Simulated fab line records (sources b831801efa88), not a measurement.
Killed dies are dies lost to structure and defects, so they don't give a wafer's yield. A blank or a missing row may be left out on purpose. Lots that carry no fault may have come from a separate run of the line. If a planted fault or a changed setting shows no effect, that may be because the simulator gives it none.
Check for tools in common :: flow sky130 :: Sample size 11 lots and 33 wafers

THE REASON FOR OPENING IT
2 of 11 lots carry a flag on the reading NWELL_TW at SKY_NWELL_TW_MEAS_15. Wafers without a fault read 1808, standard deviation 31.
Rule: flag the lot when none of its wafers has a number, or when each of its wafers that has one lies beyond 4 standard deviations from that mean. The rest of the lots are taken to be sound.

lot: L341
measured: day 4 15:52
on: film-metro-01
NWELL_TW, wafer by wafer: 1788 1803 1789
flag: 

lot: L342
measured: day 4 21:06
on: film-metro-02
NWELL_TW, wafer by wafer: 1780 1788 1783
flag: 

lot: L343
measured: day 5 04:20
on: film-metro-04
NWELL_TW, wafer by wafer: 1842 1856 1846
flag: 

lot: L344
measured: day 5 11:56
on: film-metro-04
NWELL_TW, wafer by wafer: 1851 1848 1859
flag: 

lot: L345
measured: day 5 19:33
on: film-metro-02
NWELL_TW, wafer by wafer: 1788 1782 1783
flag: 

lot: L348
measured: day 6 06:23
on: film-metro-02
NWELL_TW, wafer by wafer: 1775 1781 1788
flag: 

lot: L350
measured: day 7 00:40
on: film-metro-02
NWELL_TW, wafer by wafer: 1783 1771 1763
flag: 

lot: L351
measured: day 7 04:11
on: film-metro-04
NWELL_TW, wafer by wafer: 2313 2302 2312
flag: FLAGGED

lot: L354
measured: day 7 18:40
on: film-metro-02
NWELL_TW, wafer by wafer: 2215 2206 2200
flag: FLAGGED

lot: L355
measured: day 7 23:02
on: film-metro-01
NWELL_TW, wafer by wafer: 1807 1803 1806
flag: 

lot: L363
measured: day 9 22:52
on: film-metro-04
NWELL_TW, wafer by wafer: 1854 1856 1845
flag: 
Average over the flagged lots: 2258; offset from the usual +450, equal to +15 standard deviations.

WHICH TOOL RAN EACH LOT
The record keeps 1 process step preceding the reading, out of 708 steps on the route. In each cell: the tool, then ch and the chambers that the sampled wafers went through, then the start.
lot: L341
flag: 
SKY_NWELL_IMPLANT_11: implanter-02 ch 0, day 4 15:19

lot: L342
flag: 
SKY_NWELL_IMPLANT_11: implanter-04 ch 0, day 4 20:34

lot: L343
flag: 
SKY_NWELL_IMPLANT_11: implanter-04 ch 0, day 5 03:47

lot: L344
flag: 
SKY_NWELL_IMPLANT_11: implanter-04 ch 0, day 5 11:23

lot: L345
flag: 
SKY_NWELL_IMPLANT_11: implanter-04 ch 0, day 5 19:01

lot: L348
flag: 
SKY_NWELL_IMPLANT_11: implanter-01 ch 0, day 6 05:52

lot: L350
flag: 
SKY_NWELL_IMPLANT_11: implanter-04 ch 0, day 7 00:07

lot: L351
flag: FLAGGED
SKY_NWELL_IMPLANT_11: implanter-01 ch 0, day 7 03:19

lot: L354
flag: FLAGGED
SKY_NWELL_IMPLANT_11: implanter-02 ch 0, day 7 17:43

lot: L355
flag: 
SKY_NWELL_IMPLANT_11: implanter-02 ch 0, day 7 22:29

lot: L363
flag: 
SKY_NWELL_IMPLANT_11: implanter-01 ch 0, day 9 22:19
What the steps here do:
- SKY_NWELL_IMPLANT_11
- SKY_NWELL_TW_MEAS_15

FLAGGED AGAINST TOTAL, ONE TOOL AT A TIME (gauges that did the reading follow at the end)
step: SKY_NWELL_IMPLANT_11
tool: implanter-01
lots run: 3
flagged: 1
share of the flagged lots: some
sound lots run after its first flagged lot: 1 (L363)

step: SKY_NWELL_IMPLANT_11
tool: implanter-02
lots run: 3
flagged: 1
share of the flagged lots: some
sound lots run after its first flagged lot: 1 (L355)

step: SKY_NWELL_IMPLANT_11
tool: implanter-04
lots run: 5
flagged: 0
share of the flagged lots: none
sound lots run after its first flagged lot: -

step: SKY_NWELL_TW_MEAS_15
tool: film-metro-01
lots run: 2
flagged: 0
share of the flagged lots: none
sound lots run after its first flagged lot: -

step: SKY_NWELL_TW_MEAS_15
tool: film-metro-02
lots run: 5
flagged: 1
share of the flagged lots: some
sound lots run after its first flagged lot: 0

step: SKY_NWELL_TW_MEAS_15
tool: film-metro-04
lots run: 4
flagged: 1
share of the flagged lots: some
sound lots run after its first flagged lot: 1 (L363)

WHAT IS ALLOWED BY THE TABLE
No row of the table ran every flagged lot.

WHAT THE SIMULATOR HAD INSERTED
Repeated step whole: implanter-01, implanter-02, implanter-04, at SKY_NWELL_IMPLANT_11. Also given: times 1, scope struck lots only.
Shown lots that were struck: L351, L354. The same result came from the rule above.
